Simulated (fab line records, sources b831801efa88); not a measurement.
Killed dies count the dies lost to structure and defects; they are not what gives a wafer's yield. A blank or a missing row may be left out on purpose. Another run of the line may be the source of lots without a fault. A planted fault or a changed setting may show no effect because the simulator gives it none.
Which tool is to blame? || flow sky130 || 17 wafers from 6 lots sampled at 2 of the route's 708 steps

## WHAT THE GAUGES READ, wafer by wafer
SKY_METAL3_OVL_MEAS_14.
{"lot": "L654", "measured": "day 38 08:41", "on": "overlay-01", "METAL3_OVL (nm)": "-1 -2 4"}
{"lot": "L657", "measured": "day 39 23:05", "on": "overlay-01", "METAL3_OVL (nm)": "5 5 9"}
{"lot": "L660", "measured": "day 43 01:17", "on": "overlay-02", "METAL3_OVL (nm)": "2 5 6"}
{"lot": "L663", "measured": "day 43 02:32", "on": "overlay-02", "METAL3_OVL (nm)": "1 8"}
{"lot": "L670", "measured": "day 43 10:28", "on": "overlay-02", "METAL3_OVL (nm)": "0 -1 0"}
{"lot": "L674", "measured": "day 43 21:29", "on": "overlay-02", "METAL3_OVL (nm)": "11 13 14"}

## WHAT TOOL EACH LOT RAN ON (gives the tool, then ch and the chambers of the sampled wafers, and finally the start)
{"lot": "L654", "SKY_METAL3_SPUTTER_03": "pvd_sputter-04, day 36 03:43"}
{"lot": "L657", "SKY_METAL3_SPUTTER_03": "pvd_sputter-04, day 37 20:39"}
{"lot": "L660", "SKY_METAL3_SPUTTER_03": "pvd_sputter-04, day 41 03:20"}
{"lot": "L663", "SKY_METAL3_SPUTTER_03": "pvd_sputter-02, day 41 03:47"}
{"lot": "L670", "SKY_METAL3_SPUTTER_03": "pvd_sputter-04, day 41 11:54"}
{"lot": "L674", "SKY_METAL3_SPUTTER_03": "pvd_sputter-04, day 41 23:37"}
- SKY_METAL3_SPUTTER_03: material Ti, target thk 5 nm, time 3.3 s.

## THE ANSWER, worked out from the rows above alone
Rule: usual is defined by the lots themselves. Put in order of their means at a reading, lots are off if they are a third of the lots or fewer, leave a main group of 4 or more, and stand apart from it by a gap of 3 or more times the standard deviation of the main group's means; of several such gaps the widest counts. A main group whose means are all the same, to the digits that the tables above print for the reading, isn't used. Also off: a lot with no number at a reading for which 4 or more lots have one. Any other lot the step has rows for is counted as sound.
No lot is off on any of the readings shown, so nothing can be concluded from this.

## WHAT THE SIMULATOR HAD PUT IN
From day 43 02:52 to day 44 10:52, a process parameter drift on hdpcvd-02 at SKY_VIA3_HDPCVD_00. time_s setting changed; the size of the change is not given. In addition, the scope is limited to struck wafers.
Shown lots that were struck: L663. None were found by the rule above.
